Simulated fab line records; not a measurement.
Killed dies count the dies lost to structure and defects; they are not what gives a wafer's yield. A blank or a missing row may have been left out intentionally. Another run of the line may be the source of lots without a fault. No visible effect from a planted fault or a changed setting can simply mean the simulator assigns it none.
The tool behind it: which one? -- flow sky130 -- Sampling: 6 lots, 18 wafers, 2 of 708 route steps

## WHAT THE GAUGES SHOWED, per wafer
SKY_POLY_GATE_CD_MEAS_22.
lot,measured,on,cd_nm (nm)
L597,day 17 08:58,cd_sem-02,148.6 148.6 147.7
L601,day 18 15:55,cd_sem-02,155.6 152.8 152.8
L603,day 19 12:50,cd_sem-01,151.4 147.0 149.3
L610,day 22 04:52,cd_sem-02,148.8 151.1 149.5
L613,day 23 20:10,cd_sem-02,146.0 146.7 149.1
L615,day 24 04:33,cd_sem-01,153.9 150.7 151.0

## EACH LOT AND THE TOOL THAT RAN IT (in order: tool; ch and the chambers of the sampled wafers; start)
lot,SKY_RES_PROTECT_STRIP_07
L597,"plasma_asher-01 ch 0,1, day 15 22:58"
L601,"plasma_asher-01 ch 0,1, day 17 05:41"
L603,"plasma_asher-01 ch 0,1, day 18 01:47"
L610,"plasma_asher-04 ch 0,1, day 20 18:32"
L613,"plasma_asher-01 ch 0,1, day 22 04:20"
L615,"plasma_asher-01 ch 0,1, day 22 12:52"
- SKY_RES_PROTECT_STRIP_07: strips in O2/N2.

## THE ANSWER, worked out from the rows above alone
Rule: what is usual is taken from the lots themselves. Put in order of their means at a reading, lots are off if they are a third of the lots or fewer, leave a main group of 4 or more, and stand apart from it by a gap of 3 or more times the standard deviation of the main group's means; of several such gaps the widest counts. Not used: any main group whose means are identical at the precision the tables above print for the reading. A lot without any number at a reading at which 4 lots or more have one is off too. Any other lot the step has rows for is counted as sound.
No lot is off at any reading shown: from this, nothing can be told.

## WHAT HAD BEEN PUT IN BY THE SIMULATOR
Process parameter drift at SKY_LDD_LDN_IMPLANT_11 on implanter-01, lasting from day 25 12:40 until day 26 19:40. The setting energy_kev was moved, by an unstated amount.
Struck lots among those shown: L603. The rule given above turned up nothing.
